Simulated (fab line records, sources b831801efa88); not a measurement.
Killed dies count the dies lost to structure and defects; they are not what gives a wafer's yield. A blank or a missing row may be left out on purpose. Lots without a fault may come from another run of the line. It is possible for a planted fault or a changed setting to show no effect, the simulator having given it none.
Which tool did it? || flow sky130 || 72 wafers from 24 lots sampled at 3 of the route's 708 steps

== WHAT THE GAUGES SHOWED, per wafer ==
SKY_NWELL_THK_MEAS_02.
{"lot": "L074", "measured": "day 2 13:13", "on": "filmMetro-04", "NWELL_OXIDATION_THK (nm)": "10.18 10.05 9.97"}
{"lot": "L075", "measured": "day 2 16:58", "on": "filmMetro-01", "NWELL_OXIDATION_THK (nm)": "10.45 10.22 10.30"}
{"lot": "L076", "measured": "day 3 01:14", "on": "filmMetro-02", "NWELL_OXIDATION_THK (nm)": "10.01 10.37 10.11"}
{"lot": "L077", "measured": "day 3 06:13", "on": "filmMetro-04", "NWELL_OXIDATION_THK (nm)": "10.18 10.11 10.09"}
{"lot": "L078", "measured": "day 3 10:32", "on": "filmMetro-02", "NWELL_OXIDATION_THK (nm)": "10.06 10.18 10.06"}
{"lot": "L079", "measured": "day 3 15:02", "on": "filmMetro-01", "NWELL_OXIDATION_THK (nm)": "10.30 10.33 9.93"}
{"lot": "L080", "measured": "day 3 21:10", "on": "filmMetro-04", "NWELL_OXIDATION_THK (nm)": "10.06 10.11 10.09"}
{"lot": "L081", "measured": "day 4 01:02", "on": "filmMetro-04", "NWELL_OXIDATION_THK (nm)": "10.00 9.98 9.87"}
{"lot": "L082", "measured": "day 4 03:51", "on": "filmMetro-04", "NWELL_OXIDATION_THK (nm)": "9.97 10.02 10.01"}
{"lot": "L083", "measured": "day 4 09:01", "on": "filmMetro-01", "NWELL_OXIDATION_THK (nm)": "9.97 9.91 10.07"}
{"lot": "L084", "measured": "day 4 15:34", "on": "filmMetro-02", "NWELL_OXIDATION_THK (nm)": "9.87 9.86 9.84"}
{"lot": "L085", "measured": "day 4 20:59", "on": "filmMetro-04", "NWELL_OXIDATION_THK (nm)": "9.78 10.00 9.78"}
{"lot": "L086", "measured": "day 5 01:43", "on": "filmMetro-02", "NWELL_OXIDATION_THK (nm)": "10.09 10.25 10.22"}
{"lot": "L087", "measured": "day 5 08:43", "on": "filmMetro-02", "NWELL_OXIDATION_THK (nm)": "9.87 9.97 10.04"}
{"lot": "L088", "measured": "day 5 11:39", "on": "filmMetro-02", "NWELL_OXIDATION_THK (nm)": "9.99 9.91 10.03"}
{"lot": "L089", "measured": "day 5 20:22", "on": "filmMetro-02", "NWELL_OXIDATION_THK (nm)": "9.88 9.65 9.97"}
{"lot": "L090", "measured": "day 6 01:04", "on": "filmMetro-01", "NWELL_OXIDATION_THK (nm)": "10.03 9.90 10.07"}
{"lot": "L091", "measured": "day 6 06:50", "on": "filmMetro-01", "NWELL_OXIDATION_THK (nm)": "10.02 9.87 10.02"}
{"lot": "L092", "measured": "day 6 11:04", "on": "filmMetro-02", "NWELL_OXIDATION_THK (nm)": "9.85 9.82 9.79"}
{"lot": "L093", "measured": "day 6 16:28", "on": "filmMetro-04", "NWELL_OXIDATION_THK (nm)": "9.95 9.89 9.80"}
{"lot": "L094", "measured": "day 6 20:59", "on": "filmMetro-02", "NWELL_OXIDATION_THK (nm)": "9.91 9.89 9.82"}
{"lot": "L095", "measured": "day 7 04:16", "on": "filmMetro-02", "NWELL_OXIDATION_THK (nm)": "10.59 10.24 10.31"}
{"lot": "L096", "measured": "day 7 09:44", "on": "filmMetro-02", "NWELL_OXIDATION_THK (nm)": "9.89 9.84 9.74"}
{"lot": "L097", "measured": "day 7 13:42", "on": "filmMetro-02", "NWELL_OXIDATION_THK (nm)": "9.96 10.16 10.25"}

SKY_LDD_HVN_TW_MEAS_10.
{"lot": "L074", "measured": "day 20 09:16", "on": "filmMetro-02", "LDD_HVN_TW": "1425 1427 1432"}
{"lot": "L075", "measured": "day 21 03:15", "on": "filmMetro-03", "LDD_HVN_TW": "1425 1434 1441"}
{"lot": "L076", "measured": "day 21 14:14", "on": "filmMetro-03", "LDD_HVN_TW": "1431 1437 1436"}
{"lot": "L077", "measured": "day 21 15:11", "on": "filmMetro-02", "LDD_HVN_TW": "1432 1432 1426"}
{"lot": "L078", "measured": "day 21 23:05", "on": "filmMetro-03", "LDD_HVN_TW": "1435 1436 1434"}
{"lot": "L079", "measured": "day 22 09:37", "on": "filmMetro-03", "LDD_HVN_TW": "1435 1433 1430"}
{"lot": "L080", "measured": "day 22 19:33", "on": "filmMetro-04", "LDD_HVN_TW": "1455 1446 1450"}
{"lot": "L081", "measured": "day 22 22:14", "on": "filmMetro-03", "LDD_HVN_TW": "1429 1444 1435"}
{"lot": "L082", "measured": "day 23 05:11", "on": "filmMetro-03", "LDD_HVN_TW": "1444 1442 1447"}
{"lot": "L083", "measured": "day 23 11:20", "on": "filmMetro-04", "LDD_HVN_TW": "1434 1442 1436"}
{"lot": "L084", "measured": "day 23 19:25", "on": "filmMetro-03", "LDD_HVN_TW": "1440 1435 1435"}
{"lot": "L085", "measured": "day 24 07:08", "on": "filmMetro-04", "LDD_HVN_TW": "1449 1449 1457"}
{"lot": "L086", "measured": "day 24 12:07", "on": "filmMetro-03", "LDD_HVN_TW": "1439 1442 1434"}
{"lot": "L087", "measured": "day 25 00:38", "on": "filmMetro-02", "LDD_HVN_TW": "1420 1413 1419"}
{"lot": "L088", "measured": "day 25 08:11", "on": "filmMetro-04", "LDD_HVN_TW": "1444 1452 1453"}
{"lot": "L089", "measured": "day 25 13:14", "on": "filmMetro-02", "LDD_HVN_TW": "1414 1422 1415"}
{"lot": "L090", "measured": "day 26 06:56", "on": "filmMetro-04", "LDD_HVN_TW": "1449 1446 1447"}
{"lot": "L091", "measured": "day 26 10:36", "on": "filmMetro-03", "LDD_HVN_TW": "1425 1422 1423"}
{"lot": "L092", "measured": "day 26 16:38", "on": "filmMetro-04", "LDD_HVN_TW": "1447 1449 1454"}
{"lot": "L093", "measured": "day 27 00:35", "on": "filmMetro-02", "LDD_HVN_TW": "1426 1422 1426"}
{"lot": "L094", "measured": "day 27 10:58", "on": "filmMetro-03", "LDD_HVN_TW": "1425 1422 1424"}
{"lot": "L095", "measured": "day 27 19:37", "on": "filmMetro-04", "LDD_HVN_TW": "1440 1443 1438"}
{"lot": "L096", "measured": "day 28 00:53", "on": "filmMetro-03", "LDD_HVN_TW": "1415 1419 1421"}
{"lot": "L097", "measured": "day 28 09:22", "on": "filmMetro-04", "LDD_HVN_TW": "1453 1440 1450"}

SKY_LDD_LDN_OVL_MEAS_07.
{"lot": "L074", "measured": "day 22 23:19", "on": "overlay-02", "LDD_LDN_OVL (nm)": "-0.7 -0.7 -2.9"}
{"lot": "L075", "measured": "day 23 17:08", "on": "overlay-02", "LDD_LDN_OVL (nm)": "-0.7 1.1 0.5"}
{"lot": "L076", "measured": "day 24 02:53", "on": "overlay-02", "LDD_LDN_OVL (nm)": "-0.5 0.7 1.6"}
{"lot": "L077", "measured": "day 24 04:05", "on": "overlay-02", "LDD_LDN_OVL (nm)": "-2.6 -0.3 -0.9"}
{"lot": "L078", "measured": "day 24 11:29", "on": "overlay-01", "LDD_LDN_OVL (nm)": "-1.4 -1.5 -1.9"}
{"lot": "L079", "measured": "day 24 21:56", "on": "overlay-01", "LDD_LDN_OVL (nm)": "-0.1 -0.8 -1.3"}
{"lot": "L080", "measured": "day 25 06:20", "on": "overlay-01", "LDD_LDN_OVL (nm)": "0.2 1.9 1.9"}
{"lot": "L081", "measured": "day 25 09:28", "on": "overlay-02", "LDD_LDN_OVL (nm)": "-1.0 -0.9 -1.1"}
{"lot": "L082", "measured": "day 25 16:47", "on": "overlay-02", "LDD_LDN_OVL (nm)": "-1.3 -0.9 -1.6"}
{"lot": "L083", "measured": "day 25 22:18", "on": "overlay-01", "LDD_LDN_OVL (nm)": "-3.1 -2.0 -3.4"}
{"lot": "L084", "measured": "day 26 06:19", "on": "overlay-02", "LDD_LDN_OVL (nm)": "-1.2 -0.2 -0.3"}
{"lot": "L085", "measured": "day 26 17:39", "on": "overlay-01", "LDD_LDN_OVL (nm)": "-0.9 -0.6 0.7"}
{"lot": "L086", "measured": "day 26 22:16", "on": "overlay-02", "LDD_LDN_OVL (nm)": "-1.1 -1.1 -0.3"}
{"lot": "L087", "measured": "day 27 10:49", "on": "overlay-02", "LDD_LDN_OVL (nm)": "-1.0 -2.6 -1.5"}
{"lot": "L088", "measured": "day 27 18:21", "on": "overlay-01", "LDD_LDN_OVL (nm)": "2.0 -0.7 0.7"}
{"lot": "L089", "measured": "day 27 22:37", "on": "overlay-01", "LDD_LDN_OVL (nm)": "-0.1 1.8 1.9"}
{"lot": "L090", "measured": "day 28 16:29", "on": "overlay-02", "LDD_LDN_OVL (nm)": "0.9 -0.2 1.9"}
{"lot": "L091", "measured": "day 28 21:03", "on": "overlay-02", "LDD_LDN_OVL (nm)": "-0.7 -1.5 -0.1"}
{"lot": "L092", "measured": "day 29 02:41", "on": "overlay-02", "LDD_LDN_OVL (nm)": "-2.1 1.9 -1.9"}
{"lot": "L093", "measured": "day 29 09:16", "on": "overlay-01", "LDD_LDN_OVL (nm)": "-2.9 -4.0 -2.1"}
{"lot": "L094", "measured": "day 29 19:29", "on": "overlay-01", "LDD_LDN_OVL (nm)": "-1.7 -2.6 -1.0"}
{"lot": "L095", "measured": "day 30 02:53", "on": "overlay-02", "LDD_LDN_OVL (nm)": "-1.4 -2.9 -3.2"}
{"lot": "L096", "measured": "day 30 08:19", "on": "overlay-02", "LDD_LDN_OVL (nm)": "-0.5 -1.2 -2.7"}
{"lot": "L097", "measured": "day 30 16:17", "on": "overlay-02", "LDD_LDN_OVL (nm)": "-2.0 0.6 -1.8"}

== TOOL THAT RAN EACH LOT (tool first, then ch and the chambers of the sampled wafers, then the start) ==
Before these readings, the record contains no process step.

== AS READ BY THE TOOLS THEMSELVES (means over the sampled wafers that have a number; for cases with no such wafer, the mark the record gives instead) ==
The record holds no such reading with a usual standard deviation.

== THE ANSWER, worked out from the rows above alone ==
Rule: the usual values come from the lots themselves. The widest of any qualifying gaps counts: lots, ordered by their means at a reading, are off when they make up no more than a third of the lots, leave a main group of 4 or more, and stand apart from it by 3 or more times the standard deviation of that group's means. Not used: any main group whose means are identical at the precision the tables above print for the reading. Also off: a lot with no number at a reading for which 4 or more lots have one. The other lots that the step has rows for count as sound. The gauges are gone through in route order, then the tools' own readings, and for those a lot's mean is taken as printed above. At the first step where some lot is off, the reading lying furthest off is the one used; lots without a number count as furthest.
None of the lots is off at any reading shown; this tells nothing.

== WHAT HAD BEEN PUT IN BY THE SIMULATOR ==
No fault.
